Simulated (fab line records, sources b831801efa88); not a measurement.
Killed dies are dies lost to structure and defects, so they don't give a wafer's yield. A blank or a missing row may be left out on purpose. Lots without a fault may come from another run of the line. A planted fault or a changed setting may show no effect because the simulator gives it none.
A struck lot beside a sound one | flow sky130 | 14 steps out of a route of 708
Sound: wafers L223.3, L223.4, L223.6. Struck: wafers L232.1, L232.2, L232.5. The cause comes at the end.
At each step with rows: each side's tool, then ch and its chambers, then its first start. Under that, the readings that differ: sound wafers | struck wafers | difference of the means | sigmas: that difference in standard deviations of wafers without a fault.
alike: readings whose means differ by less than 2 such deviations, and words and numbers that are the same on both sides. not compared: withheld readings, readings that some wafer has no value for, bounds like >300 that may hide the same value, and numbers for which the record gives no deviation and whose values overlap.
The two part at a step that has a row with sigmas, a row that says differs or no value, or rows on one side only. Numbers that don't overlap but have no deviation are shown without sigmas and don't part them. A reading that every wafer of one side lacks parts them only if that side has two wafers or more.

SKY_METAL5_SPUTTER_01: material TiN, target thk 20 nm, time 16.7 s.
  sound on pvd_sputter-01, day 43 02:38; struck on pvd_sputter-01, day 45 15:55
  alike: throttle_valve_pct
SKY_METAL5_SPUTTER_02: material AlCu, target thk 1150 nm, time 61.2 s.
  sound on pvd_sputter-01, day 43 02:39; struck on pvd_sputter-01, day 45 15:56
  alike: throttle_valve_pct
SKY_METAL5_SPUTTER_03: material Ti, target thk 5 nm, time 3.3 s.
  sound on pvd_sputter-01, day 43 02:43; struck on pvd_sputter-01, day 45 15:59
  alike: throttle_valve_pct
SKY_METAL5_SPUTTER_04: material TiN, target thk 70 nm, time 58.3 s.
  sound on pvd_sputter-01, day 43 02:43; struck on pvd_sputter-01, day 45 16:01
  alike: throttle_valve_pct
SKY_METAL5_RS_MEAS_05: measures by four-point-probe.
  sound on film_metro-02, day 43 02:49; struck on film_metro-04, day 45 16:04
  alike: METAL5_ALCU_RS
SKY_METAL5_THK_MEAS_06: measures by xrf.
  sound on film_metro-02, day 43 02:55; struck on film_metro-04, day 45 16:11
  alike: METAL5_ALCU_THK
then, 6 steps without rows for these wafers: SKY_METAL5_DEHYDRATE_07 (time 60 s); SKY_METAL5_HMDS_08 (prime time 60 s); SKY_METAL5_COAT_09 (resist thk 1800 nm); SKY_METAL5_SOFTBAKE_10 (time 60 s); SKY_METAL5_EXPOSE_11 (exposes mask MM5, target cd 1600 nm); SKY_METAL5_PEB_12.
SKY_METAL5_DEVELOP_13: develop time 60 s.
  sound on litho_track-02 ch 0, day 44 00:58; struck on litho_track-02, day 46 12:37
  no value came back on the struck wafers for chill_plate_temp_C (C), develop_time_s (s), developer_temp_C (C); on the sound wafers chill_plate_temp_C (C) reads 22.92 22.93 23.00
SKY_METAL5_DESCUM_14: chemistry O2, time 11 s.
  sound on rie_metal-02 ch 0,1, day 44 01:05; struck on rie_metal-03 ch 0, day 46 12:46
  alike: drypump_motor_current_A, he_backside_leak_sccm, oes_product_au
  not compared: rf_hours_counter_h

WHERE THEY PART
Only at SKY_METAL5_DEVELOP_13, within this record. Later steps at which nothing parts them and some readings are alike: SKY_METAL5_DESCUM_14.

WHY: what the simulator had put in
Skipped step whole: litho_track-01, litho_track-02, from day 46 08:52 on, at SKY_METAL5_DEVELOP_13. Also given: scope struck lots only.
